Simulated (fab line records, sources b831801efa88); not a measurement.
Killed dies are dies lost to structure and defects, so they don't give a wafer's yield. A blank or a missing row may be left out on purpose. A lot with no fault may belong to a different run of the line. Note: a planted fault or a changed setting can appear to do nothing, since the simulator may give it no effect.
Which tool was responsible? + flow gf180mcu + route of 602 steps, sampled at 1 step: 7 lots, 21 wafers

WHAT THE GAUGES SHOWED, per wafer
GF_VT_IMPLANT_OVL_MEAS_18.
| lot  | measured     | on         | VT_IMPLANT_01_OVL (nm) |
|------|--------------|------------|------------------------|
| L626 | day 7 05:21  | overlay-02 | 0.4 0.8 1.1            |
| L629 | day 8 02:58  | overlay-01 | 0.0 -0.8 -0.2          |
| L632 | day 8 21:09  | overlay-01 | 2.2 0.0 2.0            |
| L638 | day 10 10:37 | overlay-02 | 1.0 1.9 0.5            |
| L641 | day 11 08:24 | overlay-01 | -0.3 -0.9 0.7          |
| L643 | day 11 17:21 | overlay-01 | -0.1 0.4 -0.2          |
| L645 | day 12 09:45 | overlay-02 | 0.2 1.9 1.2            |

WHAT TOOL EACH LOT RAN ON (gives the tool, then ch and the chambers of the sampled wafers, and finally the start)
There is no process step in the record ahead of these readings.

THE ANSWER, worked out from the rows above alone
Rule: usual is defined by the lots themselves. The widest of any qualifying gaps counts: lots, ordered by their means at a reading, are off when they make up no more than a third of the lots, leave a main group of 4 or more, and stand apart from it by 3 or more times the standard deviation of that group's means. Not used: any main group whose means are identical at the precision the tables above print for the reading. A lot without any number at a reading at which 4 lots or more have one is off too. Any other lot the step has rows for is counted as sound.
No lot is off on any of the readings shown, so nothing can be concluded from this.

WHAT THE SIMULATOR HAD INSERTED
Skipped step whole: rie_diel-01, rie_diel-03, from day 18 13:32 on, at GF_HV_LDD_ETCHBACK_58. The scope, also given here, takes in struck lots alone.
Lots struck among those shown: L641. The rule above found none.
